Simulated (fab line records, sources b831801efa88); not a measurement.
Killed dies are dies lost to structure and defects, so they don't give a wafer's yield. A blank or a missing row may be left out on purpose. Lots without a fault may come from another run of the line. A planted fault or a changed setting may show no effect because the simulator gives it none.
fab line records | flow sky130
record lots=13 wafers=39 last_day=50
route steps=708 shown NWELL@34 PWDE@54 VT_ADJUST_LVTN@117 POLY_GATE@230
lots that met no fault: from a run of the same line without faults
start_h: hours from the record's first day to the start of the lot's first wafer shown | wait_h: hours since the lot's step before | " the same as in the row above | L1.1+2: a row that stands for several wafers | - no value, or no start given | * or withheld: withheld | < > ~ a bound
route shown NAME@n: a module of which the file shows steps, and the number in the route of the first | usual: mean/standard deviation of fault-free wafers | same: alike in all rows | chamber/n: place in a boat | sites: the reading at each site | _std_site: their standard deviation | _edge_site: outer sites' mean less inner sites' | radius_mm: how far each site lies from the wafer's centre | mask NAME#n: copy n | behind: the tool/chamber that last shaped the wafer | hold: why the lot was held/for how many hours/how that ended | device: the transistor (n, p or np) that didn't switch | end of line: the same wafers' tests at the end of the route | a step without rows: its recipe alone | killed: dies lost to structure and defects at the first sort, not the wafer's yield | map: a wafer's dies, x killed, . not, _ none there
set.NAME: the setting as run; set.NAME@STEP: as run at that earlier step | model.NAME: the simulator's own value behind a step, which no gauge read
steps of the route over a sample of lots; a table a step, a row a wafer
services: from which hour (start_h, from the record's first day; less than 0 if before it) a tool's chamber was out of use, for how many hours, and why
## steps
# step SKY_NWELL_THK_MEAS_02
# recipe reads=SiO2_of_NWELL_OXIDATION_01
# usual NWELL_OXIDATION_THK=10.00/0.16
# columns lot.wafer tool chamber start_h wait_h NWELL_OXIDATION_THK[nm]
L883.1 film_metro-02 - 36.05 0.0 10.25
L883.3 " - " " 10.22
L883.5 " - " " 10.05
L884.2 film_metro-04 - 41.67 0.0 9.97
L884.5 " - " " 9.88
L884.6 " - " " 9.91
L885.4 film_metro-01 - 45.68 0.0 10.19
L885.5 " - " " 10.03
L885.6 " - " " 10.17
L892.1 film_metro-04 - 88.07 0.0 9.97
L892.5 " - " " 10.14
L892.6 " - " " 9.94
L896.1 film_metro-02 - 103.40 0.0 9.98
L896.3 " - " " 9.92
L896.6 " - " " 9.85
L899.1 film_metro-01 - 118.67 0.0 9.71
L899.5 " - " " 9.92
L899.6 " - " " 9.97
L901.2 film_metro-01 - 133.63 0.0 10.04
L901.4 " - " " 10.12
L901.5 " - " " 10.27
L900.3 film_metro-01 - 135.03 0.0 10.11
L900.5 " - " " 10.06
L900.6 " - " " 9.81
L902.1 film_metro-02 - 139.56 0.0 9.80
L902.4 " - " " 9.91
L902.5 " - " " 9.89
L903.1 film_metro-01 - 143.37 0.0 9.98
L903.4 " - " " 9.93
L903.5 " - " " 9.85
L904.2 film_metro-01 - 145.31 0.0 9.93
L904.3 " - " " 9.95
L904.5 " - " " 9.82
L905.1 film_metro-01 - 149.45 0.0 9.89
L905.3 " - " " 10.04
L905.5 " - " " 9.86
L906.1 film_metro-01 - 158.99 0.0 9.85
L906.2 " - " " 9.81
L906.6 " - " " 9.91
# step SKY_PWDE_STRIP_09
# recipe chemistry=O2/N2 power_w=1400 pressure_mtorr=1500 platen_temp_c=withheld o2_flow_sccm=3000 n2_flow_sccm=300 overash_fraction=0.5
# usual drypump_motor_current_A=5.8/0.46 oes_product_au=0.722/0.0044 strip_time_to_endpoint_s=36.96/0.087
# columns lot.wafer tool chamber start_h wait_h drypump_motor_current_A oes_product_au rf_hours_counter_h strip_time_to_endpoint_s
L883.1 plasma_asher-01 1 67.16 0.1 5.4 0.716 38 37.06
L883.3 " 0 " " 6.3 0.717 - 37.05
L883.5 " 0 " " 6.3 0.724 - 37.03
L884.2 plasma_asher-03 1 72.92 0.1 6.2 0.728 37 37.17
L884.5 " 1 " " 6.2 0.726 - 37.09
L884.6 " 0 " " 6.0 0.718 - 37.12
L885.4 plasma_asher-02 0 77.54 0.1 5.0 0.720 - 37.02
L885.5 " 1 " " 5.6 0.719 - 36.85
L885.6 " 0 " " 5.0 0.722 - 36.96
L892.1 plasma_asher-01 0 123.49 0.1 6.3 0.935 42 -
L892.5 " 1 " " 5.3 0.921 - -
L892.6 " 0 " " 6.3 0.928 - -
L896.1 plasma_asher-03 0 140.32 0.1 6.0 0.720 2 36.93
L896.3 " 1 " " 6.2 0.719 - 36.94
L896.6 " 1 " " 6.2 0.716 - 36.94
L899.1 plasma_asher-03 1 156.56 0.1 6.2 0.719 4 36.96
L899.5 " 1 " " 6.2 0.719 - 37.00
L899.6 " 0 " " 6.0 0.723 - 36.98
L901.2 plasma_asher-02 0 173.39 0.1 5.0 0.728 38 36.86
L901.4 " 0 " " 5.0 0.722 - 36.92
L901.5 " 1 " " 5.6 0.717 - 36.84
L900.3 plasma_asher-01 1 173.95 0.1 5.4 0.726 - 37.12
L900.5 " 1 " " 5.4 0.713 - 36.97
L900.6 " 0 " " 6.4 0.723 - 37.07
L902.1 plasma_asher-03 1 179.37 0.1 6.2 0.720 7 37.02
L902.4 " 0 " " 6.0 0.718 - 36.95
L902.5 " 1 " " 6.2 0.722 - 36.89
L903.1 plasma_asher-03 1 182.92 0.1 6.2 0.721 7 36.92
L903.4 " 0 " " 6.0 0.730 - 36.85
L903.5 " 0 " " 6.0 0.732 - 36.95
L904.2 plasma_asher-03 0 184.74 0.1 6.1 0.730 7 36.86
L904.3 " 0 " " 6.1 0.720 - 37.00
L904.5 " 0 " " 6.0 0.720 - 37.03
L905.1 plasma_asher-01 0 190.44 0.1 6.3 0.718 50 36.99
L905.3 " 1 " " 5.3 0.722 - 36.97
L905.5 " 0 " " 6.3 0.717 - 36.99
L906.1 plasma_asher-01 1 201.91 0.1 5.3 0.726 51 37.03
L906.2 " 0 " " 6.3 0.725 51 37.05
L906.6 " 0 " " 6.4 0.717 - 37.02
# step SKY_NWELL_STRIP_14
# recipe chemistry=O2/N2 power_w=1400 pressure_mtorr=1500 platen_temp_c=withheld o2_flow_sccm=3000 n2_flow_sccm=300 overash_fraction=0.5
# usual drypump_motor_current_A=6.2/0.38 oes_product_au=0.723/0.0048 strip_time_to_endpoint_s=37.02/0.1
# columns lot.wafer tool chamber start_h wait_h drypump_motor_current_A oes_product_au rf_hours_counter_h strip_time_to_endpoint_s
L883.1 plasma_asher-04 0 84.26 0.1 6.4 0.721 41 37.05
L883.3 " 0 " " 6.4 0.711 - 37.05
L883.5 " 0 " " 6.4 0.717 - 37.05
L884.2 plasma_asher-01 0 90.65 0.1 6.3 0.726 39 36.91
L884.5 " 0 " " 6.3 0.733 - 36.98
L884.6 " 1 " " 5.4 0.726 - 37.01
L885.4 plasma_asher-01 1 94.84 0.1 5.4 0.726 - 36.92
L885.5 " 1 " " 5.4 0.722 - 37.03
L885.6 " 0 " " 6.3 0.714 - 36.92
L892.1 plasma_asher-04 1 143.01 0.1 6.6 0.728 47 61.35
L892.5 " 0 " " 6.4 0.733 - 61.38
L892.6 " 1 " " 6.6 0.736 - 61.56
L896.1 plasma_asher-03 1 160.16 0.1 6.2 0.728 4 37.08
L896.3 " 1 " " 6.2 0.718 - 37.00
L896.6 " 1 " " 6.2 0.721 - 37.06
L899.1 plasma_asher-01 1 176.61 0.1 5.4 0.715 48 37.15
L899.5 " 0 " " 6.3 0.732 - 37.27
L899.6 " 1 " " 5.4 0.725 - 37.07
L901.2 plasma_asher-04 0 194.24 0.1 6.4 0.723 49 36.95
L901.4 " 1 " " 6.6 0.724 - 37.04
L901.5 " 1 " " 6.6 0.716 - 36.91
L900.3 plasma_asher-01 0 195.13 0.1 6.3 0.710 - 37.07
L900.5 " 0 " " 6.3 0.721 - 37.06
L900.6 " 1 " " 5.4 0.722 - 37.14
L902.1 plasma_asher-04 0 201.56 0.1 6.4 0.720 50 37.04
L902.4 " 0 " " 6.4 0.725 - 37.00
L902.5 " 0 " " 6.4 0.721 - 37.00
L903.1 plasma_asher-03 1 204.25 0.1 6.2 0.721 9 36.99
L903.4 " 1 " " 6.2 0.721 - 37.01
L903.5 " 1 " " 6.2 0.725 - 37.02
L904.2 plasma_asher-03 1 206.80 0.1 6.2 0.730 10 36.88
L904.3 " 1 " " 6.2 0.725 - 36.90
L904.5 " 0 " " 6.0 0.719 - 36.81
L905.1 plasma_asher-03 0 212.55 0.1 6.0 0.726 10 36.90
L905.3 " 1 " " 6.2 0.728 - 37.00
L905.5 " 0 " " 6.0 0.721 - 36.84
L906.1 plasma_asher-04 0 223.70 0.1 6.4 0.729 52 37.00
L906.2 " 1 " " 6.6 0.721 52 37.08
L906.6 " 1 " " 6.6 0.713 - 37.05
# step SKY_NWELL_TW_MEAS_15
# usual NWELL_TW=1809/17
# columns lot.wafer tool chamber start_h wait_h NWELL_TW
L883.1 film_metro-01 - 84.36 0.1 1816
L883.3 " - " " 1823
L883.5 " - " " 1822
L884.2 film_metro-04 - 90.76 0.1 1785
L884.5 " - " " 1781
L884.6 " - " " 1778
L885.4 film_metro-04 - 94.93 0.1 1784
L885.5 " - " " 1785
L885.6 " - " " 1790
L892.1 film_metro-04 - 143.11 0.1 30
L892.5 " - " " 30
L892.6 " - " " 30
L896.1 film_metro-01 - 160.26 0.1 1834
L896.3 " - " " 1829
L896.6 " - " " 1839
L899.1 film_metro-02 - 176.71 0.1 1821
L899.5 " - " " 1820
L899.6 " - " " 1826
L901.2 film_metro-02 - 194.35 0.1 1820
L901.4 " - " " 1817
L901.5 " - " " 1812
L900.3 film_metro-01 - 195.22 0.1 1841
L900.5 " - " " 1840
L900.6 " - " " 1833
L902.1 film_metro-04 - 201.66 0.1 1797
L902.4 " - " " 1790
L902.5 " - " " 1800
L903.1 film_metro-01 - 204.35 0.1 1834
L903.4 " - " " 1844
L903.5 " - " " 1835
L904.2 film_metro-02 - 206.91 0.1 1814
L904.3 " - " " 1819
L904.5 " - " " 1805
L905.1 film_metro-02 - 212.65 0.1 1810
L905.3 " - " " 1808
L905.5 " - " " 1808
L906.1 film_metro-04 - 223.80 0.1 1787
L906.2 " - " " 1800
L906.6 " - " " 1805
# step SKY_VT_ADJUST_LVTN_STRIP_20
# recipe chemistry=O2/N2 power_w=1400 pressure_mtorr=1500 platen_temp_c=withheld o2_flow_sccm=3000 n2_flow_sccm=300 overash_fraction=0.5
# usual drypump_motor_current_A=5.9/0.55 oes_product_au=0.715/0.005 strip_time_to_endpoint_s=14.18/0.039
# columns lot.wafer tool chamber start_h wait_h drypump_motor_current_A oes_product_au rf_hours_counter_h strip_time_to_endpoint_s
L883.1 plasma_asher-02 0 157.95 0.1 5.0 0.719 36 14.14
L883.3 " 0 " " 5.0 0.710 - 14.21
L883.5 " 1 " " 5.6 0.717 - 14.17
L884.2 plasma_asher-02 0 164.96 0.1 5.0 0.726 37 14.16
L884.5 " 0 " " 5.0 0.707 - 14.15
L884.6 " 1 " " 5.6 0.714 - 14.12
L885.4 plasma_asher-03 0 169.63 0.1 6.0 0.707 - 14.27
L885.5 " 1 " " 6.2 0.719 - 14.26
L885.6 " 0 " " 6.0 0.717 - 14.23
L892.1 plasma_asher-04 0 226.11 0.1 6.4 0.711 52 14.12
L892.5 " 1 " " 6.6 0.719 - 14.11
L892.6 " 0 " " 6.4 0.721 - 14.12
L896.1 plasma_asher-04 0 246.85 0.1 6.4 0.714 54 14.20
L896.3 " 1 " " 6.6 0.712 - 14.18
L896.6 " 0 " " 6.4 0.720 - 14.20
L899.1 plasma_asher-03 1 265.60 0.1 6.2 0.720 15 14.14
L899.5 " 0 " " 6.1 0.713 - 14.07
L899.6 " 1 " " 6.2 0.715 - 14.16
L901.2 plasma_asher-03 0 284.35 0.1 6.0 0.719 17 14.24
L901.4 " 0 " " 6.0 0.712 - 14.22
L901.5 " 0 " " 6.1 0.715 - 14.13
L900.3 plasma_asher-04 1 284.98 0.1 6.6 0.718 - 14.24
L900.5 " 0 " " 6.4 0.713 - 14.19
L900.6 " 1 " " 6.6 0.715 - 14.21
L902.1 plasma_asher-02 1 291.37 0.1 5.6 0.719 50 14.17
L902.4 " 1 " " 5.6 0.718 - 14.16
L902.5 " 0 " " 5.0 0.728 - 14.20
L903.1 plasma_asher-02 0 295.75 0.1 5.0 0.715 50 14.17
L903.4 " 1 " " 5.6 0.711 - 14.19
L903.5 " 1 " " 5.6 0.719 - 14.17
L904.2 plasma_asher-04 1 300.66 0.1 6.6 0.726 59 14.13
L904.3 " 0 " " 6.4 0.709 - 14.14
L904.5 " 0 " " 6.4 0.716 - 14.16
L905.1 plasma_asher-02 0 304.57 0.1 5.0 0.709 51 14.21
L905.3 " 0 " " 5.0 0.708 - 14.22
L905.5 " 0 " " 5.0 0.719 - 14.18
L906.1 plasma_asher-04 1 318.27 0.1 6.6 0.722 61 14.17
L906.2 " 0 " " 6.3 0.713 61 14.17
L906.6 " 0 " " 6.3 0.707 - 14.19
# step SKY_POLY_GATE_ETCH_16
# recipe stop_on=poly-Si chemistry=CH3F/O2 target=Si3N4 source_w=400 bias_w=80 pressure_mtorr=25 ch3f_flow_sccm=40 O2_flow_sccm=30 time_s=147.5 target_depth_a=750
# usual drypump_motor_current_A=5.7/0.4 oes_product_au=0.640/0.0051 throttle_valve_pct=10.535/0.0089
# same time_s=147.5
# columns lot.wafer tool chamber start_h wait_h drypump_motor_current_A oes_product_au rf_hours_counter_h throttle_valve_pct
L884.2 rie_diel-01 0 372.56 0.0 6.1 0.641 6 10.536
L884.5 " 3 " " 5.3 0.643 - 10.537
L884.6 " 2 " " 5.3 0.635 - 10.539
L883.1 rie_diel-02 1 374.36 0.0 6.5 0.642 4 10.542
L883.3 " 3 " " 5.0 0.626 7 10.541
L883.5 " 0 " " 5.9 0.643 - 10.551
L885.4 rie_diel-01 3 384.76 0.0 5.3 0.644 108 10.549
L885.5 " 2 " " 5.4 0.639 - 10.534
L885.6 " 3 " " 5.3 0.640 - 10.539
L892.1 rie_diel-01 3 457.50 0.0 5.4 0.637 0 10.535
L892.5 " 0 " " 6.0 0.639 - 10.538
L892.6 " 3 " " 5.4 0.639 - 10.534
L896.1 rie_diel-01 0 479.60 0.0 6.0 0.646 8 10.533
L896.3 " 3 " " 5.4 0.645 1 10.535
L896.6 " 0 " " 6.0 0.643 - 10.530
L899.1 rie_diel-01 0 508.31 0.0 6.1 0.637 8 10.539
L899.5 " 0 " " 6.1 0.631 - 10.532
L899.6 " 1 " " 5.4 0.630 - 10.532
L901.2 rie_diel-02 1 530.52 0.0 6.5 0.639 7 10.553
L901.4 " 2 " " 5.7 0.646 66 10.536
L901.5 " 1 " " 6.5 0.643 - 10.530
L900.3 rie_diel-04 2 533.45 0.0 5.6 0.636 75 10.553
L900.5 " 1 " " 5.7 0.642 - 10.523
L900.6 " 0 " " 5.6 0.640 - 10.540
L902.1 rie_diel-02 3 536.66 0.0 4.9 0.641 10 10.526
L902.4 " 2 " " 5.7 0.642 67 10.530
L902.5 " 2 " " 5.7 0.643 - 10.525
L903.1 rie_diel-01 0 542.01 0.0 6.0 0.639 9 10.530
L903.4 " 2 " " 5.3 0.638 2 10.535
L903.5 " 0 " " 6.0 0.646 - 10.532
L904.2 rie_diel-01 1 546.36 0.0 5.4 0.645 3 10.526
L904.3 " 0 " " 6.0 0.641 9 10.523
L904.5 " 2 " " 5.4 0.639 - 10.536
L905.1 rie_diel-04 2 548.41 0.0 5.6 0.639 76 10.546
L905.3 " 0 " " 5.6 0.649 6 10.538
L905.5 " 1 " " 5.7 0.636 - 10.548
L906.1 rie_diel-04 2 566.47 0.0 5.7 0.634 76 10.534
L906.2 " 3 " " 6.5 0.641 2 10.523
L906.6 " 3 " " 6.5 0.631 - 10.533
## services
# columns tool chamber start_h hours kind
plasma_asher-03 - 45.49 5.4 repair
plasma_asher-03 - 60.66 5.5 repair
plasma_asher-01 - 73.95 10.8 repair
plasma_asher-04 - 78.23 2.8 pm
plasma_asher-03 - 108.75 9.0 pm
plasma_asher-04 - 142.19 0.4 repair
plasma_asher-04 - 157.71 30.0 pm
rie_diel-01 1 165.95 19.5 repair
rie_diel-01 - 171.15 0.7 repair
plasma_asher-02 - 173.78 0.4 repair
rie_diel-01 1 189.42 34.7 repair
plasma_asher-04 - 208.07 2.9 repair
plasma_asher-01 - 292.88 4.0 repair
plasma_asher-03 - 327.24 2.8 pm
plasma_asher-01 - 335.88 2.8 pm
plasma_asher-01 - 363.35 2.0 repair
plasma_asher-04 - 380.50 4.2 repair
plasma_asher-03 - 416.10 1.1 repair
plasma_asher-03 - 421.02 1.7 repair
plasma_asher-04 - 421.25 9.0 pm
plasma_asher-04 - 422.93 0.6 repair
plasma_asher-04 - 498.72 4.6 repair
plasma_asher-04 - 503.07 0.6 repair
plasma_asher-03 - 558.74 1.5 repair
## key
first_sign step=SKY_PWDE_STRIP_09 reading=oes_product_au direction=up sigmas=47 usual=0.722 struck=0.928
effect step=SKY_NWELL_STRIP_14 reading=strip_time_to_endpoint_s direction=up sigmas=99+ usual=* struck=*
effect step=SKY_NWELL_TW_MEAS_15 reading=NWELL_TW direction=down sigmas=99+ usual=1809 struck=30
met_at SKY_PWDE_STRIP_09
struck_lots L892
sort_left_out L892.1,L892.5,L892.6
tester_left_out L892
not_acting_at SKY_NWELL_THK_MEAS_02,SKY_VT_ADJUST_LVTN_STRIP_20,SKY_POLY_GATE_ETCH_16
onset_between 67.16 123.49
fault kind=strip_aborted tool=plasma_asher-01 chamber=- onset_h=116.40 steps=SKY_PWDE_STRIP_09 offset=0.77791 end_h=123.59
# tester_left_out: of these lots the tester's yield and bins aren't shown, on N5 and GAA mostly nor the transistor test; their killed dies are dies lost to structure and defects alone, not to doping, threshold or leakage, so they don't give the yield
# sort_left_out: the simulated sort isn't trusted on such a fault, so these wafers' sort isn't shown, and their yield isn't known
